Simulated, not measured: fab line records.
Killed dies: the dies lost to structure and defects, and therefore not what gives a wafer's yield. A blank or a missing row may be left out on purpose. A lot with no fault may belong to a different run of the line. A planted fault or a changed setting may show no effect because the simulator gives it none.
Which tool was responsible?	flow sky130	Sampling: 11 lots, 33 wafers, 5 of 708 route steps

## WHAT THE GAUGES SHOWED, per wafer
SKY_VT_ADJUST_HVTR_TW_MEAS_11. Usual: for VT_ADJUST_HVTR_TW the level is 210.0 and the standard deviation is 0.93.
lot	measured	on	VT_ADJUST_HVTR_TW	flag
L473	day 10 05:06	film-metro-03	210.5 210.2 210.7	
L474	day 10 10:56	film-metro-04	209.2 208.8 208.6	
L475	day 11 04:29	film-metro-03	210.2 210.7 210.8	
L479	day 12 05:55	film-metro-02	210.3 211.2 210.8	
L481	day 12 23:53	film-metro-04	209.6 210.8 209.2	
L486	day 14 09:50	film-metro-02	210.1 210.6 209.9	
L488	day 15 02:02	film-metro-04	209.5 208.4 209.9	
L489	day 15 13:35	film-metro-04	208.9 209.4 210.0	
L490	day 15 20:14	film-metro-04	208.9 208.2 209.8	
L491	day 15 22:08	film-metro-03	210.6 211.1 210.5	
L493	day 16 13:27	film-metro-03	209.3 209.2 208.5	

SKY_SONOS_ONO_THK_MEAS_01. Usual: for SONOS_ONO_OXIDATION_THK the level is 2.61 nm and the standard deviation is 0.057.
lot	measured	on	SONOS_ONO_OXIDATION_THK (nm)	flag
L473	day 12 07:02	film-metro-03	2.52 2.53 2.59	
L474	day 12 11:46	film-metro-03	2.57 2.59 2.54	
L475	day 13 09:16	film-metro-03	2.64 2.69 2.67	
L479	day 14 09:22	film-metro-01	1.97 1.97 2.02	OFF
L481	day 15 07:05	film-metro-04	1.98 1.96 1.98	OFF
L486	day 16 18:46	film-metro-04	2.67 2.62 2.61	
L488	day 17 12:38	film-metro-04	2.66 2.63 2.60	
L489	day 18 01:45	film-metro-04	2.61 2.62 2.60	
L490	day 18 07:32	film-metro-03	2.63 2.65 2.72	
L491	day 18 10:22	film-metro-01	2.61 2.69 2.66	
L493	day 19 03:00	film-metro-03	2.62 2.55 2.66	

## TOOL THAT RAN EACH LOT (tool first, then ch and the chambers of the sampled wafers, then the start)
lot	SKY_VT_ADJUST_HVTP_STRIP_10	SKY_VT_ADJUST_PCH_STRIP_09	SKY_SONOS_ONO_OXIDATION_00
L473	plasma-asher-04 ch 0,1, day 6 17:02	plasma-asher-02 ch 0,1, day 11 04:37	furnace-02 ch 0, day 12 05:41
L474	plasma-asher-04 ch 0,1, day 6 23:49	plasma-asher-04 ch 0,1, day 11 09:40	furnace-02 ch 0, day 12 10:25
L475	plasma-asher-04 ch 0, day 7 11:58	plasma-asher-04 ch 0,1, day 12 03:45	furnace-02 ch 0, day 13 07:54
L479	plasma-asher-03 ch 0,1, day 8 11:23	plasma-asher-02 ch 0,1, day 13 06:01	furnace-02 ch 0, day 14 08:00
L481	plasma-asher-04 ch 0,1, day 9 04:22	plasma-asher-03 ch 0,1, day 14 01:05	furnace-02 ch 0, day 15 05:43
L486	plasma-asher-04 ch 0,1, day 10 07:50	plasma-asher-03 ch 0,1, day 15 13:04	furnace-01 ch 0, day 16 17:25
L488	plasma-asher-04 ch 0,1, day 10 21:40	plasma-asher-03 ch 0,1, day 16 05:47	furnace-01 ch 0, day 17 11:16
L489	plasma-asher-02 ch 0,1, day 11 07:14	plasma-asher-03 ch 0,1, day 16 17:33	furnace-01 ch 0, day 18 00:25
L490	plasma-asher-03 ch 0,1, day 11 12:36	plasma-asher-03 ch 0,1, day 17 00:13	furnace-02 ch 0, day 18 06:10
L491	plasma-asher-03 ch 0,1, day 11 15:19	plasma-asher-02 ch 0, day 17 02:18	furnace-02 ch 0, day 18 09:01
L493	plasma-asher-04 ch 0,1, day 12 05:29	plasma-asher-03 ch 0,1, day 17 18:24	furnace-01 ch 0, day 19 01:39
- SKY_VT_ADJUST_HVTP_STRIP_10: strips in O2/N2.
- SKY_VT_ADJUST_PCH_STRIP_09: strips in O2/N2.
- SKY_SONOS_ONO_OXIDATION_00: stabilise 600 s, purge 300 s, target thk 2.6 nm.

## AS READ BY THE TOOLS THEMSELVES (means over the sampled wafers that have a number; for cases with no such wafer, the mark the record gives instead)
SKY_VT_ADJUST_HVTP_STRIP_10. Usual: drypump-motor-current-A 6.1 A, standard deviation 0.37; oes-product-au 0.716 a.u., standard deviation 0.0044; strip-time-to-endpoint-s 14.21 s, standard deviation 0.042.
lot	tool	drypump-motor-current-A (A)	oes-product-au (a.u.)	strip-time-to-endpoint-s (s)	flag
L473	plasma-asher-04	5.9	0.716	14.23	
L474	plasma-asher-04	5.7	0.712	14.26	
L475	plasma-asher-04	5.6	0.719	14.15	
L479	plasma-asher-03	6.2	0.713	14.23	
L481	plasma-asher-04	5.7	0.719	14.15	
L486	plasma-asher-04	5.7	0.719	14.17	
L488	plasma-asher-04	5.9	0.714	14.17	
L489	plasma-asher-02	6.5	0.715	14.24	
L490	plasma-asher-03	6.2	0.717	14.29	
L491	plasma-asher-03	6.2	0.714	14.19	
L493	plasma-asher-04	5.7	0.714	14.15	

SKY_VT_ADJUST_PCH_STRIP_09. Usual: drypump-motor-current-A 6.2 A, standard deviation 0.32; oes-product-au 0.723 a.u., standard deviation 0.0051; strip-time-to-endpoint-s 36.93 s, standard deviation 0.13.
lot	tool	drypump-motor-current-A (A)	oes-product-au (a.u.)	strip-time-to-endpoint-s (s)	flag
L473	plasma-asher-02	6.5	0.726	36.81	
L474	plasma-asher-04	5.7	0.720	37.00	
L475	plasma-asher-04	5.7	0.723	37.06	
L479	plasma-asher-02	6.5	0.724	36.79	
L481	plasma-asher-03	6.2	0.726	36.82	
L486	plasma-asher-03	6.1	0.728	36.77	
L488	plasma-asher-03	6.1	0.723	37.03	
L489	plasma-asher-03	6.1	0.722	37.12	
L490	plasma-asher-03	6.1	0.722	37.00	
L491	plasma-asher-02	6.6	0.724	36.82	
L493	plasma-asher-03	6.2	0.722	36.97	

SKY_SONOS_ONO_OXIDATION_00. Usual: ramp-down-c-per-min 2.9999, standard deviation 0.00052; spike-tc-bottom-C 815 C, standard deviation 3.9; spike-tc-centre-C 800.0 C, standard deviation 1.3; spike-tc-lower-C 801.3 C, standard deviation 1.4; spike-tc-top-C 810 C, standard deviation 3.9; spike-tc-upper-C 799.3 C, standard deviation 1.5; tube-center-temp-C 800 C, standard deviation 0.067; tube_center_temp_C_max 802.1, standard deviation 0.32.
lot	tool	ramp-down-c-per-min	spike-tc-bottom-C (C)	spike-tc-centre-C (C)	spike-tc-lower-C (C)	spike-tc-top-C (C)	spike-tc-upper-C (C)	tube-center-temp-C (C)	tube_center_temp_C_max	flag
L473	furnace-02	2.9997	811	801.2	800.7	806	800.4	800	801.9	
L474	furnace-02	3.0001	811	799.9	800.2	805	800.5	800	802.1	
L475	furnace-02	3.0004	810	800.2	800.3	804	800.6	800	802.2	
L479	furnace-02	3.0002	792	783.8	782.1	788	782.7	782	783.9	OFF
L481	furnace-02	2.9996	793	782.5	782.2	788	783.0	782	783.7	OFF
L486	furnace-01	3.0003	818	798.6	801.6	814	798.7	800	802.2	
L488	furnace-01	2.9999	818	798.6	802.4	813	798.2	800	802.3	
L489	furnace-01	2.9997	818	800.2	801.5	812	798.0	800	802.6	
L490	furnace-02	3.0005	811	801.7	800.2	805	800.9	800	801.8	
L491	furnace-02	2.9999	811	800.9	799.6	805	800.6	800	802.1	
L493	furnace-01	2.9994	818	800.1	803.1	813	798.0	800	801.8	

## THE ANSWER, worked out from the rows above alone
Rule: take the mean of a lot's wafers that have a number; if it is more than 3 standard deviations from the usual mean, the lot is off. Also off: a lot with no number at a reading for which 4 or more lots have one. Any other lot the step has rows for is counted as sound. Order of review: gauges by route order, followed by the tools' own readings, for which a lot's mean as printed above is used. The first step at which some lot is off is used, and at that step the reading that is off furthest; a lot without a number counts as furthest.
Off: L479, L481, seen at SKY_SONOS_ONO_THK_MEAS_01 (SONOS_ONO_OXIDATION_THK).
A tool fits if, at a process step before that reading, it ran every lot that is off, and no sound lot after the first of them. The gauges at SKY_SONOS_ONO_THK_MEAS_01 aren't tried: what is off there is off at SKY_SONOS_ONO_OXIDATION_00 too, on other tools, and a gauge's error can't cause that. None of those tried fits.

## WHAT THE SIMULATOR HAD PUT IN
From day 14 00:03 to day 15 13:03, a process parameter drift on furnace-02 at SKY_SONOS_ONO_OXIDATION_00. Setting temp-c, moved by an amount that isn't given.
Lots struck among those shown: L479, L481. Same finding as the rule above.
